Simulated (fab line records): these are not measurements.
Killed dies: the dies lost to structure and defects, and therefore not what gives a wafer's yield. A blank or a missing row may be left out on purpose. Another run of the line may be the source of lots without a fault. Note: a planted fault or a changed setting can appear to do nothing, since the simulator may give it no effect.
fab line records -- flow sky130
[record] lots = 12, wafers = 36, last-day = 50
route steps=708 shown METAL3@533 METAL4@600 VIA4@660 PAD_OPEN@701
lots that met no fault: from a run of the same line without faults
start-h: start of the lot's first displayed wafer, in hours after the record's first day -- wait-h: hours elapsed since this lot's preceding step -- " as in the row above -- L1.1+2: a single row standing in for several wafers -- - no value present, or no start provided -- * or withheld: withheld -- < > ~ a bound
route shown NAME@n: names a module that has steps shown in the file, with the first one's number in the route -- usual: the fault-free wafers' mean and standard deviation -- same: alike in all rows -- chamber/n: place in a boat -- sites: per-site readings -- _std_site: how widely they spread, as a standard deviation -- _edge_site: inner sites' mean taken away from outer sites' mean -- radius-mm: for every site, how far away it sits from the centre of the wafer -- mask NAME#n: copy n -- behind: the tool/chamber that last shaped the wafer -- hold: the reason the lot was held/the length of the hold in hours/how it ended -- device: the n, p or np transistor that did not switch -- end of line: the same wafers' tests at the end of the route -- a step without rows: its recipe alone -- killed: dies that structure and defects cost at the first sort, which is not the same as the wafer's yield -- map: dies across one wafer; x = killed, . = not, _ = none there
set.NAME: the setting the step ran with; set.NAME@STEP: the setting that earlier step ran with -- model.NAME: the simulator's own value behind a step, which no gauge read
one table for each step of the route and one row for each wafer, over a sample of lots
services: the hour from which a tool's chamber was out of use, counted from the record's first day as start-h (under 0 if before that day), plus the number of hours and why
[[steps]]
[step SKY_METAL3_SPUTTER_01]
[recipe] material = TiN, target-thk-nm = 20, power-w = 6500, time-s = 16.7, chamber-pressure-pa = 0.4
[usual] throttle-valve-pct = 29.7/1.1
lot.wafer,tool,chamber,start-h,wait-h,throttle-valve-pct
L275.3,pvd-sputter-02,-,847.94,0.0,28.3
L275.5,pvd-sputter-02,-,847.94,0.0,28.3
L275.6,pvd-sputter-02,-,847.94,0.0,29.8
L276.1,pvd-sputter-04,-,854.58,0.0,30.8
L276.3,pvd-sputter-04,-,854.58,0.0,28.4
L276.5,pvd-sputter-04,-,854.58,0.0,28.3
L277.1,pvd-sputter-04,-,864.16,0.0,28.0
L277.4,pvd-sputter-04,-,864.16,0.0,29.6
L277.5,pvd-sputter-04,-,864.16,0.0,30.1
L278.2,pvd-sputter-01,-,876.72,0.0,29.3
L278.5,pvd-sputter-01,-,876.72,0.0,31.4
L278.6,pvd-sputter-01,-,876.72,0.0,30.7
L280.2,pvd-sputter-02,-,891.71,0.0,28.0
L280.4,pvd-sputter-02,-,891.71,0.0,29.3
L280.6,pvd-sputter-02,-,891.71,0.0,28.6
L282.2,pvd-sputter-02,-,906.44,0.0,29.3
L282.3,pvd-sputter-02,-,906.44,0.0,28.1
L282.6,pvd-sputter-02,-,906.44,0.0,30.1
L284.1,pvd-sputter-02,-,927.67,0.0,28.1
L284.2,pvd-sputter-02,-,927.67,0.0,29.3
L284.4,pvd-sputter-02,-,927.67,0.0,28.7
L285.2,pvd-sputter-04,-,927.98,0.0,28.1
L285.4,pvd-sputter-04,-,927.98,0.0,30.4
L285.5,pvd-sputter-04,-,927.98,0.0,28.0
L289.2,pvd-sputter-04,-,967.47,0.0,28.0
L289.3,pvd-sputter-04,-,967.47,0.0,30.9
L289.5,pvd-sputter-04,-,967.47,0.0,30.4
L292.1,pvd-sputter-02,-,973.68,0.0,30.0
L292.3,pvd-sputter-02,-,973.68,0.0,28.3
L292.4,pvd-sputter-02,-,973.68,0.0,30.0
L296.1,pvd-sputter-02,-,1005.80,0.0,30.2
L296.2,pvd-sputter-02,-,1005.80,0.0,28.0
L296.5,pvd-sputter-02,-,1005.80,0.0,30.0
L297.1,pvd-sputter-02,-,1010.51,0.0,29.1
L297.5,pvd-sputter-02,-,1010.51,0.0,28.2
L297.6,pvd-sputter-02,-,1010.51,0.0,30.3
[step SKY_METAL4_SPUTTER_02]
[recipe] material = AlCu, target-thk-nm = 735, power-w = 10600, time-s = 39.1, chamber-pressure-pa = 0.4
[usual] throttle-valve-pct = 30.1/0.91
lot.wafer,tool,chamber,start-h,wait-h,throttle-valve-pct
L275.3,pvd-sputter-03,-,928.71,0.0,31.1
L275.5,pvd-sputter-03,-,928.71,0.0,29.7
L275.6,pvd-sputter-03,-,928.71,0.0,30.3
L276.1,pvd-sputter-04,-,936.31,0.0,28.7
L276.3,pvd-sputter-04,-,936.31,0.0,30.5
L276.5,pvd-sputter-04,-,936.31,0.0,29.9
L277.1,pvd-sputter-01,-,944.84,0.0,29.4
L277.4,pvd-sputter-01,-,944.84,0.0,30.7
L277.5,pvd-sputter-01,-,944.84,0.0,31.5
L278.2,pvd-sputter-04,-,955.12,0.0,31.0
L278.5,pvd-sputter-04,-,955.12,0.0,30.7
L278.6,pvd-sputter-04,-,955.12,0.0,28.4
L280.2,pvd-sputter-01,-,970.14,0.0,30.9
L280.4,pvd-sputter-01,-,970.14,0.0,29.4
L280.6,pvd-sputter-01,-,970.14,0.0,29.3
L282.2,pvd-sputter-01,-,984.54,0.0,30.4
L282.3,pvd-sputter-01,-,984.54,0.0,30.9
L282.6,pvd-sputter-01,-,984.54,0.0,30.9
L285.2,pvd-sputter-04,-,1005.08,0.0,29.7
L285.4,pvd-sputter-04,-,1005.08,0.0,31.0
L285.5,pvd-sputter-04,-,1005.08,0.0,28.3
L284.1,pvd-sputter-03,-,1005.53,0.0,29.3
L284.2,pvd-sputter-03,-,1005.53,0.0,30.9
L284.4,pvd-sputter-03,-,1005.53,0.0,30.0
L289.2,pvd-sputter-04,-,1042.37,0.0,29.9
L289.3,pvd-sputter-04,-,1042.37,0.0,28.5
L289.5,pvd-sputter-04,-,1042.37,0.0,31.1
L292.1,pvd-sputter-04,-,1046.20,0.0,30.6
L292.3,pvd-sputter-04,-,1046.20,0.0,28.2
L292.4,pvd-sputter-04,-,1046.20,0.0,30.5
L296.1,pvd-sputter-04,-,1076.99,0.0,28.2
L296.2,pvd-sputter-04,-,1076.99,0.0,30.2
L296.5,pvd-sputter-04,-,1076.99,0.0,29.8
L297.1,pvd-sputter-01,-,1083.80,0.0,29.1
L297.5,pvd-sputter-01,-,1083.80,0.0,31.1
L297.6,pvd-sputter-01,-,1083.80,0.0,30.7
[step SKY_VIA4_CMP_21]
[recipe] stop-on = SiO2, t-overpolish-s = 25, down-force-psi = 3.5, platen-rpm = 60, target-thk-nm = 0, pad-velocity-m-s = 0.94248
[usual] motor-current-A = 11.1/0.93, overpolish-run-s = 25.000/0.0094, time-to-endpoint-s = 124/4.3
lot.wafer,tool,chamber,start-h,wait-h,motor-current-A,overpolish-run-s,time-to-endpoint-s
L275.3,cmp-01,2,1004.97,0.1,9.6,24.983,124
L275.6,cmp-01,0,1004.97,0.1,10.4,24.986,124
L275.5,cmp-01,1,1004.97,0.1,11.6,25.014,130
L276.1,cmp-02,0,1011.45,0.1,9.9,25.006,126
L276.3,cmp-02,2,1011.45,0.1,12.0,25.016,123
L276.5,cmp-02,3,1011.45,0.1,10.6,25.008,121
L277.4,cmp-02,0,1020.22,0.0,10.5,24.993,128
L277.1,cmp-02,2,1020.22,0.0,11.5,25.005,127
L277.5,cmp-02,1,1020.22,0.0,12.8,24.997,128
L278.2,cmp-02,2,1029.44,0.2,11.7,24.989,125
L278.5,cmp-02,3,1029.44,0.2,10.6,25.006,122
L278.6,cmp-02,0,1029.44,0.2,9.7,25.003,126
L280.2,cmp-02,3,1043.19,0.1,10.7,25.000,123
L280.4,cmp-02,0,1043.19,0.1,10.5,24.994,126
L280.6,cmp-02,1,1043.19,0.1,12.7,24.997,123
L282.2,cmp-02,2,1057.04,0.0,11.3,25.001,122
L282.3,cmp-02,3,1057.04,0.0,11.2,25.018,115
L282.6,cmp-02,3,1057.04,0.0,10.7,25.001,115
L285.4,cmp-01,2,1075.90,0.2,9.7,24.994,126
L285.2,cmp-01,0,1075.90,0.2,10.5,25.007,124
L285.5,cmp-01,2,1075.90,0.2,9.8,24.995,122
L284.2,cmp-02,0,1076.44,0.0,10.5,25.001,124
L284.1,cmp-02,1,1076.44,0.0,12.2,24.988,118
L284.4,cmp-02,2,1076.44,0.0,11.8,24.996,124
L289.2,cmp-01,0,1108.82,0.0,10.4,25.000,118
L289.3,cmp-01,1,1108.82,0.0,11.8,25.006,123
L289.5,cmp-01,1,1108.82,0.0,12.0,25.007,124
L292.3,cmp-01,3,1112.18,0.1,12.6,25.001,130
L292.4,cmp-01,0,1112.18,0.1,10.4,25.003,125
L292.1,cmp-01,1,1112.18,0.1,11.6,25.009,132
L296.2,cmp-01,1,1140.04,0.1,11.3,24.995,136
L296.1,cmp-01,2,1140.04,0.1,9.5,24.989,125
L296.5,cmp-01,3,1140.04,0.1,11.3,25.008,132
L297.1,cmp-02,2,1145.66,0.1,11.8,24.996,126
L297.6,cmp-02,0,1145.66,0.1,10.5,25.006,132
L297.5,cmp-02,1,1145.66,0.1,12.4,25.004,126
[step SKY_PAD_OPEN_ETCH_07]
[recipe] chemistry = CF4/O2, target-depth-nm = 725, stop-on = AlCu, source-w = 800, bias-w = 150, pressure-mtorr = 150, cf4-flow-sccm = 80, O2_flow_sccm = 10, time-s = 161.1
[usual] O2_flow_sccm = 10.00/0.031, drypump-motor-current-A = 5.5/0.52, oes-product-au = 0.977/0.0073, throttle-valve-pct = 5.966/0.0091
lot.wafer,tool,chamber,start-h,wait-h,O2_flow_sccm,drypump-motor-current-A,oes-product-au,rf-hours-counter-h,throttle-valve-pct
L275.3,rie-diel-04,2,1073.50,-,10.03,5.7,0.975,14,5.966
L275.5,rie-diel-04,2,1073.50,-,10.00,5.7,0.980,-,5.961
L275.6,rie-diel-04,0,1073.50,-,10.02,5.4,0.988,-,5.972
L276.1,rie-diel-01,0,1078.87,-,10.05,5.9,0.967,26,5.967
L276.3,rie-diel-01,2,1078.87,-,10.04,5.7,0.978,14,5.963
L276.5,rie-diel-01,2,1078.87,-,10.05,5.8,0.992,-,5.956
L277.1,rie-diel-03,0,1086.03,-,9.93,5.6,0.977,22,5.980
L277.4,rie-diel-03,3,1086.03,-,10.01,4.8,0.978,3,5.973
L277.5,rie-diel-03,2,1086.03,-,9.93,5.2,0.966,-,5.955
L278.2,rie-diel-01,2,1095.75,-,9.98,5.8,0.984,14,5.967
L278.5,rie-diel-01,3,1095.75,-,9.97,5.7,0.977,-,5.957
L278.6,rie-diel-01,2,1095.75,-,9.94,5.8,0.987,-,5.949
L280.2,rie-diel-03,3,1108.76,-,10.01,4.7,0.978,4,5.973
L280.4,rie-diel-03,2,1108.76,-,9.97,5.2,0.970,15,5.961
L280.6,rie-diel-03,0,1108.76,-,10.00,5.6,0.981,-,5.962
L282.2,rie-diel-03,1,1121.16,-,9.98,6.7,0.972,18,5.960
L282.3,rie-diel-03,0,1121.16,-,10.01,5.6,0.959,23,5.966
L282.6,rie-diel-03,1,1121.16,-,10.01,6.7,0.982,-,5.966
L285.2,rie-diel-01,3,1135.90,-,9.99,5.7,0.976,22,5.965
L285.4,rie-diel-01,1,1135.90,-,9.99,4.9,0.984,11,5.951
L285.5,rie-diel-01,3,1135.90,-,9.96,5.7,0.989,-,5.952
L284.1,rie-diel-03,2,1137.67,-,10.02,5.2,0.978,16,5.978
L284.2,rie-diel-03,3,1137.67,-,10.00,4.8,0.972,5,5.954
L284.4,rie-diel-03,1,1137.67,-,10.06,6.8,0.984,18,5.957
L289.2,rie-diel-04,1,1167.08,-,10.05,4.9,0.981,27,5.975
L289.3,rie-diel-04,2,1167.08,-,10.06,5.7,0.973,18,5.967
L289.5,rie-diel-04,0,1167.08,-,10.01,5.5,0.990,-,5.978
L292.1,rie-diel-03,1,1169.30,-,10.00,6.7,0.973,19,5.981
L292.3,rie-diel-03,0,1169.30,-,10.02,5.6,0.987,25,5.978
L292.4,rie-diel-03,3,1169.30,-,10.00,4.7,0.972,6,5.978
L296.1,rie-diel-01,0,1194.00,-,10.00,5.8,0.969,30,5.956
L296.2,rie-diel-01,2,1194.00,-,10.01,5.8,0.980,18,5.945
L296.5,rie-diel-01,1,1194.00,-,10.02,5.0,0.986,-,5.967
L297.1,rie-diel-04,3,1197.07,-,10.01,4.8,0.976,22,5.968
L297.5,rie-diel-04,1,1197.07,-,10.04,4.9,0.973,-,5.978
L297.6,rie-diel-04,0,1197.07,-,10.02,5.5,0.984,-,5.955
[step SKY_PAD_OPEN_PROBE_99]
[usual] defect-limited-yield = 82.6/2, killed_at_M0_to_M3 = 43/7.6, killed_at_M4_up = 2.9/1.9, killed-at-contacts = 24/5, killed-at-front-end = 15/4.3, killed-at-other = 0.3/0.54, killed-dies = 85/10, killed-on-rim = 17/3.9, killed-open = 47/7, killed-short = 38/6.4, sort_bin_3_pad_short = 0.8/0.4, sort_bin_5_function = 10.3/1.6, sort_bin_6_memory = 6.2/1.1, sort-n-pass = 407/10, sort-yield-pct = 82.6/2
[same] gross-dies = 492, killed-at-back-side = 0, sort_bin_4_leakage[%] = 0, sort_bin_8_speed[%] = 0
lot.wafer,tool,chamber,start-h,wait-h,defect-limited-yield[%],killed_at_M0_to_M3,killed_at_M4_up,killed-at-contacts,killed-at-front-end,killed-at-other,killed-dies,killed-on-rim,killed-open,killed-short,sort_bin_3_pad_short[%],sort_bin_5_function[%],sort_bin_6_memory[%],sort-n-pass,sort-yield-pct[%]
L275.3,prober-02,-,1075.92,0.2,82.5,35,4,25,22,0,86,26,41,45,1.0,7.9,8.5,406,82.5
L275.5,prober-02,-,1076.02,0.2,82.1,31,4,36,16,1,88,21,56,32,1.6,8.5,7.7,404,82.1
L275.6,prober-02,-,1076.07,0.2,81.7,43,5,22,20,0,90,14,42,48,0.8,10.2,7.3,402,81.7
L276.1,prober-01,-,1081.18,0.1,84.8,35,3,24,13,0,75,18,41,34,0.8,8.1,6.3,417,84.8
L276.3,prober-01,-,1081.28,0.2,82.1,55,2,19,11,1,88,19,45,43,1.2,11.2,5.5,404,82.1
L276.5,prober-01,-,1081.38,0.2,83.5,42,5,21,12,1,81,11,47,34,1.0,7.9,7.5,411,83.5
L277.1,prober-02,-,1088.34,0.1,83.3,44,5,19,13,1,82,22,42,40,1.0,8.3,7.3,410,83.3
L277.4,prober-02,-,1088.49,0.2,83.7,39,4,23,12,2,80,12,51,29,1.2,7.7,7.3,412,83.7
L277.5,prober-02,-,1088.54,0.2,84.8,39,5,21,10,0,75,13,45,30,1.0,10.2,4.1,417,84.8
L278.2,prober-01,-,1098.52,0.1,84.6,42,1,18,15,0,76,9,45,31,0.8,7.7,6.9,416,84.6
L278.5,prober-01,-,1098.67,0.2,83.9,37,3,23,15,1,79,15,44,35,0.8,9.3,5.9,413,83.9
L278.6,prober-01,-,1098.72,0.2,82.9,35,3,31,15,0,84,17,51,33,1.2,11.8,4.1,408,82.9
L280.2,prober-01,-,1111.13,0.1,83.3,46,2,21,13,0,82,19,45,37,0.6,10.2,5.9,410,83.3
L280.4,prober-01,-,1111.23,0.2,84.1,37,1,23,17,0,78,11,47,31,0.8,8.5,6.5,414,84.1
L280.6,prober-01,-,1111.33,0.2,84.1,40,2,19,16,1,78,14,42,36,1.2,9.3,5.3,414,84.1
L282.2,prober-01,-,1124.46,0.1,85.4,48,5,11,8,0,72,17,33,39,0.8,9.6,4.3,420,85.4
L282.3,prober-01,-,1124.51,0.2,86.0,42,2,15,10,0,69,14,38,31,0.6,7.9,5.5,423,86.0
L282.6,prober-01,-,1124.66,0.2,83.1,41,4,26,12,0,83,20,51,32,1.0,8.3,7.5,409,83.1
L285.2,prober-01,-,1138.36,0.1,81.3,48,2,26,16,0,92,14,48,44,0.8,11.2,6.7,400,81.3
L285.4,prober-01,-,1138.46,0.2,83.7,43,3,27,7,0,80,15,39,41,0.6,9.6,6.1,412,83.7
L285.5,prober-01,-,1138.51,0.2,82.1,43,4,26,14,1,88,18,47,41,1.0,10.2,6.7,404,82.1
L284.1,prober-02,-,1140.06,0.1,81.7,44,4,26,15,1,90,20,57,33,0.4,11.0,6.9,402,81.7
L284.2,prober-02,-,1140.11,0.1,83.3,43,2,19,18,0,82,10,47,35,1.0,10.8,4.9,410,83.3
L284.4,prober-02,-,1140.21,0.2,88.2,27,0,20,11,0,58,16,29,29,0.2,5.9,5.7,434,88.2
L289.2,prober-01,-,1169.44,0.1,80.9,54,4,20,16,0,94,26,51,43,1.0,12.0,6.1,398,80.9
L289.3,prober-01,-,1169.49,0.2,86.2,32,1,19,16,0,68,15,42,26,0.6,8.5,4.7,424,86.2
L289.5,prober-01,-,1169.59,0.2,85.0,35,1,19,19,0,74,12,42,32,0.8,8.5,5.7,418,85.0
L292.1,prober-01,-,1171.65,0.1,81.9,51,0,26,11,1,89,16,55,34,0.4,12.2,5.5,403,81.9
L292.3,prober-01,-,1171.75,0.2,81.5,41,1,29,19,1,91,15,51,40,0.6,10.4,7.5,401,81.5
L292.4,prober-01,-,1171.80,0.2,82.5,40,3,21,22,0,86,21,52,34,0.2,10.4,6.9,406,82.5
L296.1,prober-01,-,1196.32,0.1,72.2,91,3,26,17,0,137,24,36,45,3.0,17.1,7.7,355,72.2
L296.2,prober-01,-,1196.37,0.1,78.3,50,2,33,20,2,107,24,71,36,0.6,13.6,7.5,385,78.3
L296.5,prober-01,-,1196.52,0.2,71.3,107,3,21,10,0,141,25,48,38,3.0,17.1,8.5,351,71.3
L297.1,prober-02,-,1199.38,0.1,79.7,56,0,21,21,2,100,21,60,40,1.0,12.8,6.5,392,79.7
L297.5,prober-02,-,1199.58,0.2,82.3,44,6,15,21,1,87,9,46,41,0.4,13.0,4.3,405,82.3
L297.6,prober-02,-,1199.63,0.2,72.4,95,2,17,22,0,136,22,48,33,3.9,16.3,7.5,356,72.4
// killed by level:class
L275.3 FIELD_ISO:geometric-particle:open=8 VIA1:geometric-particle:open=8 LOCAL_INTERCONNECT:geometric-particle:short=7 LI_CONTACT:geometric-particle:open=6 CONTACT:geometric-particle:short=6 METAL2:geometric-particle:short=5 FIELD_ISO:geometric-particle:short=4 POLY_GATE:geometric-particle:short=4
L275.5 VIA1:geometric-particle:open=15 CONTACT:geometric-particle:open=12 CONTACT:geometric-particle:short=10 LOCAL_INTERCONNECT:geometric-particle:short=8 POLY_GATE:geometric-particle:open=6 VIA3:geometric-particle:open=6 FIELD_ISO:geometric-particle:short=5 LI_CONTACT:geometric-particle:open=4
L275.6 VIA1:geometric-particle:open=13 CONTACT:geometric-particle:short=8 FIELD_ISO:geometric-particle:short=7 CONTACT:geometric-particle:open=6 VIA3:geometric-particle:open=6 VIA3:geometric-particle:short=5 POLY_GATE:geometric-particle:short=4 SPACER:geometric-particle:short=4
L276.1 CONTACT:geometric-particle:open=14 VIA1:geometric-particle:open=10 POLY_GATE:geometric-particle:open=5 VIA1:geometric-particle:short=5 METAL1:geometric-particle:short=5 CONTACT:geometric-particle:short=4 LOCAL_INTERCONNECT:geometric-particle:short=4 VIA3:geometric-particle:open=3
L276.3 VIA1:geometric-particle:open=12 METAL1:geometric-particle:short=10 CONTACT:geometric-particle:open=8 VIA2:geometric-particle:open=8 POLY_GATE:geometric-particle:short=5 VIA2:geometric-particle:short=5 LI_CONTACT:geometric-particle:open=4 CONTACT:geometric-particle:short=4
L276.5 CONTACT:geometric-particle:open=12 VIA1:geometric-particle:open=10 VIA2:geometric-particle:open=6 FIELD_ISO:geometric-particle:open=5 VIA1:geometric-particle:short=5 VIA2:geometric-particle:short=5 METAL1:geometric-particle:short=4 METAL2:geometric-particle:short=4
L277.1 VIA2:geometric-particle:open=9 CONTACT:geometric-particle:open=7 VIA1:geometric-particle:open=6 METAL1:geometric-particle:short=5 METAL2:geometric-particle:short=5 FIELD_ISO:geometric-particle:open=4 LI_CONTACT:geometric-particle:open=4 POLY_GATE:geometric-particle:open=4
L277.4 VIA2:geometric-particle:open=11 VIA1:geometric-particle:open=9 LI_CONTACT:geometric-particle:open=8 CONTACT:geometric-particle:open=8 POLY_GATE:geometric-particle:open=6 METAL2:geometric-particle:short=6 LI_CONTACT:geometric-particle:short=3 CONTACT:geometric-particle:short=3
L277.5 CONTACT:geometric-particle:open=10 VIA1:geometric-particle:open=9 VIA3:geometric-particle:open=7 POLY_GATE:geometric-particle:open=5 METAL4:geometric-particle:short=4 LI_CONTACT:geometric-particle:open=4 VIA2:geometric-particle:short=4 VIA2:geometric-particle:open=4
L278.2 VIA1:geometric-particle:open=11 VIA3:geometric-particle:open=8 VIA2:geometric-particle:open=5 LI_CONTACT:geometric-particle:open=5 CONTACT:geometric-particle:open=5 METAL1:geometric-particle:short=5 VIA1:geometric-particle:short=5 POLY_GATE:geometric-particle:open=4
L278.5 CONTACT:geometric-particle:open=10 VIA1:geometric-particle:open=10 METAL1:geometric-particle:short=8 VIA2:geometric-particle:open=6 POLY_GATE:geometric-particle:open=5 LI_CONTACT:geometric-particle:open=5 POLY_GATE:geometric-particle:short=4 LOCAL_INTERCONNECT:geometric-particle:short=4
L278.6 LI_CONTACT:geometric-particle:open=14 CONTACT:geometric-particle:open=9 VIA2:geometric-particle:open=6 VIA1:geometric-particle:open=6 FIELD_ISO:geometric-particle:open=5 METAL3:geometric-particle:short=5 VIA2:geometric-particle:short=4 VIA3:geometric-particle:open=4
L280.2 VIA3:geometric-particle:open=9 CONTACT:geometric-particle:open=8 VIA1:geometric-particle:short=8 VIA1:geometric-particle:open=8 FIELD_ISO:geometric-particle:short=5 LI_CONTACT:geometric-particle:open=5 VIA2:geometric-particle:open=5 CONTACT:geometric-particle:short=4
L280.4 VIA1:geometric-particle:open=11 LI_CONTACT:geometric-particle:open=8 CONTACT:geometric-particle:open=8 POLY_GATE:geometric-particle:open=6 METAL2:geometric-particle:short=6 METAL1:geometric-particle:short=5 VIA1:geometric-particle:short=5 FIELD_ISO:geometric-particle:open=4
L280.6 VIA3:geometric-particle:open=11 FIELD_ISO:geometric-particle:short=6 FIELD_ISO:geometric-particle:open=6 CONTACT:geometric-particle:open=6 LOCAL_INTERCONNECT:geometric-particle:short=5 VIA1:geometric-particle:open=5 METAL2:geometric-particle:short=5 METAL1:geometric-particle:short=4
L282.2 METAL1:geometric-particle:short=9 VIA2:geometric-particle:open=9 VIA1:geometric-particle:open=8 VIA1:geometric-particle:short=6 CONTACT:geometric-particle:open=5 VIA3:geometric-particle:short=4 VIA3:geometric-particle:open=4 METAL4:geometric-particle:short=4
L282.3 VIA1:geometric-particle:open=11 CONTACT:geometric-particle:open=6 VIA3:geometric-particle:open=5 VIA1:geometric-particle:short=5 VIA2:geometric-particle:open=4 METAL2:geometric-particle:short=4 LOCAL_INTERCONNECT:geometric-particle:short=4 METAL1:geometric-particle:short=4
L282.6 LI_CONTACT:geometric-particle:open=10 VIA1:geometric-particle:open=9 VIA2:geometric-particle:open=9 CONTACT:geometric-particle:open=7 METAL1:geometric-particle:short=5 VIA3:geometric-particle:open=5 FIELD_ISO:geometric-particle:short=4 LOCAL_INTERCONNECT:geometric-particle:short=4
L285.2 VIA2:geometric-particle:open=13 CONTACT:geometric-particle:open=8 CONTACT:geometric-particle:short=8 VIA1:geometric-particle:short=8 VIA1:geometric-particle:open=8 METAL2:geometric-particle:short=7 POLY_GATE:geometric-particle:short=5 VIA3:geometric-particle:open=5
L285.4 METAL2:geometric-particle:short=9 LI_CONTACT:geometric-particle:open=8 CONTACT:geometric-particle:open=8 VIA3:geometric-particle:open=7 LI_CONTACT:geometric-particle:short=6 METAL1:geometric-particle:short=5 VIA2:geometric-particle:short=4 VIA2:geometric-particle:open=4
L285.5 VIA1:geometric-particle:open=14 CONTACT:geometric-particle:open=8 VIA3:geometric-particle:open=7 LI_CONTACT:geometric-particle:open=6 CONTACT:geometric-particle:short=6 METAL1:geometric-particle:short=6 VIA1:geometric-particle:short=5 POLY_GATE:geometric-particle:short=4
L284.1 VIA1:geometric-particle:open=12 CONTACT:geometric-particle:open=12 VIA3:geometric-particle:open=9 LI_CONTACT:geometric-particle:open=6 METAL2:geometric-particle:short=6 FIELD_ISO:geometric-particle:open=5 VIA2:geometric-particle:open=5 CONTACT:geometric-particle:short=4
L284.2 VIA1:geometric-particle:open=13 VIA1:geometric-particle:short=7 LI_CONTACT:geometric-particle:open=6 VIA3:geometric-particle:open=6 FIELD_ISO:geometric-particle:open=5 VIA2:geometric-particle:open=5 LOCAL_INTERCONNECT:geometric-particle:short=4 METAL1:geometric-particle:short=4
L284.4 CONTACT:geometric-particle:open=6 LI_CONTACT:geometric-particle:open=5 VIA1:geometric-particle:open=5 LOCAL_INTERCONNECT:geometric-particle:short=4 METAL3:geometric-particle:short=4 VIA3:geometric-particle:open=4 FIELD_ISO:geometric-particle:short=3 METAL1:geometric-particle:short=3
L289.2 VIA1:geometric-particle:open=11 VIA2:geometric-particle:open=9 METAL1:geometric-particle:short=8 VIA3:geometric-particle:open=7 METAL2:geometric-particle:short=7 LOCAL_INTERCONNECT:geometric-particle:short=5 CONTACT:geometric-particle:short=5 FIELD_ISO:geometric-particle:open=4
L289.3 VIA1:geometric-particle:open=10 CONTACT:geometric-particle:open=10 VIA3:geometric-particle:open=6 FIELD_ISO:geometric-particle:open=5 FIELD_ISO:geometric-particle:short=4 LI_CONTACT:geometric-particle:open=4 VIA1:geometric-particle:short=4 METAL2:geometric-particle:short=4
L289.5 VIA1:geometric-particle:open=12 CONTACT:geometric-particle:open=8 FIELD_ISO:geometric-particle:short=7 CONTACT:geometric-particle:short=6 FIELD_ISO:geometric-particle:open=4 POLY_GATE:geometric-particle:open=4 VIA3:geometric-particle:open=4 VIA2:geometric-particle:open=3
L292.1 CONTACT:geometric-particle:open=11 VIA1:geometric-particle:open=11 LI_CONTACT:geometric-particle:open=9 VIA3:geometric-particle:open=9 METAL3:geometric-particle:short=6 FIELD_ISO:geometric-particle:open=5 METAL1:geometric-particle:short=5 VIA2:geometric-particle:open=4
L292.3 VIA1:geometric-particle:open=9 CONTACT:geometric-particle:open=9 POLY_GATE:geometric-particle:open=7 LI_CONTACT:geometric-particle:open=7 METAL1:geometric-particle:short=6 VIA3:geometric-particle:open=6 FIELD_ISO:geometric-particle:short=5 CONTACT:geometric-particle:short=5
L292.4 VIA1:geometric-particle:open=14 CONTACT:geometric-particle:open=10 POLY_GATE:geometric-particle:open=6 VIA1:geometric-particle:short=5 VIA2:geometric-particle:open=5 FIELD_ISO:geometric-particle:short=4 FIELD_ISO:geometric-particle:open=4 LI_CONTACT:geometric-particle:short=3
L296.1 METAL3:unspecified=56 CONTACT:geometric-particle:open=12 METAL1:geometric-particle:short=8 VIA1:geometric-particle:open=7 FIELD_ISO:geometric-particle:open=4 LOCAL_INTERCONNECT:geometric-particle:short=4 SPACER:geometric-particle:short=4 LI_CONTACT:geometric-particle:short=4
L296.2 CONTACT:geometric-particle:open=18 VIA2:geometric-particle:open=11 VIA1:geometric-particle:open=10 FIELD_ISO:geometric-particle:open=8 VIA3:geometric-particle:open=7 LI_CONTACT:geometric-particle:open=5 METAL1:geometric-particle:short=5 POLY_GATE:geometric-particle:open=4
L296.5 METAL3:unspecified=55 VIA3:geometric-particle:open=13 VIA1:geometric-particle:short=8 CONTACT:geometric-particle:open=8 VIA1:geometric-particle:open=7 METAL2:geometric-particle:short=6 LI_CONTACT:geometric-particle:open=5 CONTACT:geometric-particle:short=5
L297.1 VIA1:geometric-particle:open=16 VIA2:geometric-particle:open=10 CONTACT:geometric-particle:open=8 FIELD_ISO:geometric-particle:open=7 FIELD_ISO:geometric-particle:short=6 VIA3:geometric-particle:open=6 VIA1:geometric-particle:short=6 LI_CONTACT:geometric-particle:open=5
L297.5 VIA1:geometric-particle:open=11 METAL1:geometric-particle:short=6 POLY_GATE:geometric-particle:open=6 VIA3:geometric-particle:open=6 POLY_GATE:geometric-particle:short=5 LI_CONTACT:geometric-particle:open=5 CONTACT:geometric-particle:open=5 VIA2:geometric-particle:short=5
L297.6 METAL3:unspecified=55 VIA1:geometric-particle:open=12 FIELD_ISO:geometric-particle:open=6 VIA3:geometric-particle:open=6 METAL2:geometric-particle:short=5 FIELD_ISO:geometric-particle:short=5 LI_CONTACT:geometric-particle:open=5 CONTACT:geometric-particle:open=5
[[services]]
tool,chamber,start-h,hours,kind
cmp-02,-,841.06,1.4,repair
cmp-01,-,870.69,0.5,repair
rie-diel-03,0,877.53,3.0,repair
cmp-02,-,884.51,0.4,repair
cmp-01,-,897.68,12.8,pm
rie-diel-03,3,906.55,18.1,repair
cmp-01,-,910.45,3.2,pm
cmp-01,-,913.65,4.0,pm
cmp-01,-,916.41,0.2,repair
rie-diel-03,0,923.31,7.5,repair
cmp-01,-,933.60,4.1,repair
rie-diel-03,-,940.15,0.3,repair
cmp-02,-,976.48,2.4,repair
cmp-02,-,989.76,1.4,repair
pvd-sputter-02,-,1006.96,3.3,repair
pvd-sputter-04,-,1016.84,0.5,repair
pvd-sputter-02,-,1056.81,9.3,repair
cmp-02,-,1067.27,4.4,repair
cmp-02,-,1073.64,2.6,repair
cmp-02,-,1077.25,0.7,repair
cmp-02,-,1080.84,4.0,pm
cmp-02,-,1141.95,1.3,repair
cmp-02,-,1156.44,11.2,repair
cmp-02,-,1170.19,4.2,pm
[[key]]
[first-sign] step = SKY_PAD_OPEN_PROBE_99, reading = killed_at_M0_to_M3, direction = up, sigmas = 7.2, usual = 43, struck = 98
[effect] step = SKY_PAD_OPEN_PROBE_99, reading = sort_bin_3_pad_short, direction = up, sigmas = 6.3, usual = 0.8, struck = 3.3
met-at SKY_METAL3_SPUTTER_01
struck-lots L296,L297
struck-wafers L296.1,L296.5,L297.6
not-acting-at SKY_METAL4_SPUTTER_02,SKY_VIA4_CMP_21,SKY_PAD_OPEN_ETCH_07
onset-between 973.68 1005.80
[fault] kind = chamber-particle-source, tool = pvd-sputter-02, chamber = -, onset-h = 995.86, steps = SKY_METAL3_SPUTTER_01, rate-per-visit-cm2 = 0.9122, end-h = 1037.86, scope = struck-wafers-only
